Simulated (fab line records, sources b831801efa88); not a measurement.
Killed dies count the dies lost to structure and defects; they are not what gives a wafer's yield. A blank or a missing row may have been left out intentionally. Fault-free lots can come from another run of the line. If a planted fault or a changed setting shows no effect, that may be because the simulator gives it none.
Which tool did it? -- flow sky130 -- 6 lots, 18 wafers sampled, at 4 steps of a route of 708

== WHAT THE GAUGES READ, wafer by wafer ==
SKY_METAL5_THK_MEAS_06: measures by xrf.
lot,measured,on,METAL5_ALCU_THK (nm)
L808,day 44 14:45,film_metro-04,1125 1141 1133
L813,day 45 09:05,film_metro-04,1147 1155 1151
L815,day 46 09:29,film_metro-02,1162 1155 1177
L819,day 47 04:25,film_metro-04,1138 1124 1135
L823,day 48 01:58,film_metro-02,1143 1150 1146
L827,day 48 13:10,film_metro-04,1143 1147 1157

== WHAT TOOL EACH LOT RAN ON (gives the tool, then ch and the chambers of the sampled wafers, and finally the start) ==
lot,SKY_LI_CONTACT_STRIP_16,SKY_VIA3_STRIP_16,SKY_METAL4_ETCH_16
L808,"plasma_asher-03 ch 0,1, day 30 17:07","plasma_asher-01 ch 0,1, day 41 11:26","rie_metal-03 ch 0, day 43 13:31"
L813,"plasma_asher-01 ch 0,1, day 32 02:58","plasma_asher-03 ch 0, day 42 07:38","rie_metal-01 ch 0,1, day 44 08:31"
L815,"plasma_asher-04 ch 0,1, day 33 08:19","plasma_asher-01 ch 0,1, day 43 10:23","rie_metal-03 ch 1, day 45 08:12"
L819,"plasma_asher-04 ch 0,1, day 34 06:19","plasma_asher-03 ch 0,1, day 44 06:23","rie_metal-04 ch 0,1, day 46 04:43"
L823,"plasma_asher-04 ch 0,1, day 35 15:21","plasma_asher-03 ch 0,1, day 45 06:38","rie_metal-03 ch 0,1, day 47 03:01"
L827,"plasma_asher-03 ch 0,1, day 36 03:13","plasma_asher-01 ch 0,1, day 45 17:14","rie_metal-04 ch 0,1, day 47 14:31"
- SKY_LI_CONTACT_STRIP_16: strips in O2/N2.
- SKY_VIA3_STRIP_16: strips in O2/N2.
- SKY_METAL4_ETCH_16: etches BARC in N2/H2, stops on SiO2, time 88.2 s, target depth 60 nm.

== THE ANSWER, worked out from the rows above alone ==
Rule: the lots themselves supply what counts as usual. Put in order of their means at a reading, lots are off if they are a third of the lots or fewer, leave a main group of 4 or more, and stand apart from it by a gap of 3 or more times the standard deviation of the main group's means; of several such gaps the widest counts. The tables above print the reading to a certain number of digits; a main group whose means all agree to those digits is not used. A lot without any number at a reading at which 4 lots or more have one is off too. The other lots that the step has rows for count as sound.
No lot is off on any of the readings shown, so nothing can be concluded from this.

== WHAT THE SIMULATOR PUT IN ==
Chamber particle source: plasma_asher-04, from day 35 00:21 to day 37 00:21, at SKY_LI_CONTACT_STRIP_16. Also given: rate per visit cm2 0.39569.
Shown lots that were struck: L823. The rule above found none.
